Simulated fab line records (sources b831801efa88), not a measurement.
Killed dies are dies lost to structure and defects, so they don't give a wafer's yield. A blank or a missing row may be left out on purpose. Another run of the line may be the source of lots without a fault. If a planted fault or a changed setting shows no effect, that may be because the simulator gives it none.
Which of the tools did it? | flow sky130 | Sampling: 10 lots, 30 wafers, 2 of 708 route steps

## WHAT THE GAUGES SHOWED, per wafer
SKY_FIELD_ISO_THK_MEAS_25.
lot  | measured    | on            | FIELD_ISO_CVD_24_THK (nm)
L729 | day 2 09:10 | film_metro-04 | 578 590 584
L730 | day 2 11:44 | film_metro-04 | 592 600 609
L731 | day 2 19:23 | film_metro-04 | 592 585 597
L732 | day 3 00:50 | film_metro-01 | 588 594 600
L734 | day 3 09:56 | film_metro-01 | 601 585 602
L742 | day 5 04:58 | film_metro-04 | 699 597 594
L743 | day 5 11:20 | film_metro-01 | 696 691 591
L745 | day 5 22:00 | film_metro-02 | 596 600 601
L747 | day 6 04:10 | film_metro-01 | 602 595 599
L752 | day 7 06:43 | film_metro-02 | 593 599 607

## WHICH TOOL RAN EACH LOT (tool, then ch and the chambers of the sampled wafers, then the start)
lot  | SKY_FIELD_ISO_CVD_24
L729 | hdpcvd-01 ch 0,2, day 2 09:05
L730 | hdpcvd-02 ch 0,2, day 2 11:40
L731 | hdpcvd-02 ch 0,1,2, day 2 19:18
L732 | hdpcvd-02 ch 0,1,2, day 3 00:44
L734 | hdpcvd-02 ch 0,1,2, day 3 09:52
L742 | hdpcvd-02 ch 0,1,2, day 5 04:53
L743 | hdpcvd-02 ch 0,2, day 5 11:14
L745 | hdpcvd-01 ch 0,1,2, day 5 21:55
L747 | hdpcvd-01 ch 0,1, day 6 04:05
L752 | hdpcvd-01 ch 1,2, day 7 06:39
- SKY_FIELD_ISO_CVD_24: deposits SiO2, target thk 595 nm, time 99.2 s.

## AS READ BY THE TOOLS THEMSELVES (means over the sampled wafers that have a number; for cases with no such wafer, the mark the record gives instead)
The record holds no such reading with a usual standard deviation.

## THE ANSWER, worked out from the rows above alone
Rule: the usual values come from the lots themselves. Put in order of their means at a reading, lots are off if they are a third of the lots or fewer, leave a main group of 4 or more, and stand apart from it by a gap of 3 or more times the standard deviation of the main group's means; of several such gaps the widest counts. The tables above print the reading to a certain number of digits; a main group whose means all agree to those digits is not used. Also off: a lot with no number at a reading for which 4 or more lots have one. All remaining lots with rows at the step are treated as sound. Order of review: gauges by route order, followed by the tools' own readings, for which a lot's mean as printed above is used. The first step at which some lot is off is used, and at that step the reading that is off furthest; a lot without a number counts as furthest.
Off: L742, L743, at SKY_FIELD_ISO_THK_MEAS_25 (FIELD_ISO_CVD_24_THK). The main group: mean 595 nm, standard deviation 5.2.
If a tool, at a process step before that reading, ran all the lots that are off and no sound lot after the first of them, it fits. Gauges at SKY_FIELD_ISO_THK_MEAS_25: tried the same way as those tools. One fits: SKY_FIELD_ISO_CVD_24 on hdpcvd-02. Its last sound lot is L734 (day 3 09:52), its first lot that is off L742 (day 5 04:53): a fault that began between those two fits.

## WHAT THE SIMULATOR HAD INSERTED
hdpcvd-02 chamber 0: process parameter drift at SKY_FIELD_ISO_CVD_24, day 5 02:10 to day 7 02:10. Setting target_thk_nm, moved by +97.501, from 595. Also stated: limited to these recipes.
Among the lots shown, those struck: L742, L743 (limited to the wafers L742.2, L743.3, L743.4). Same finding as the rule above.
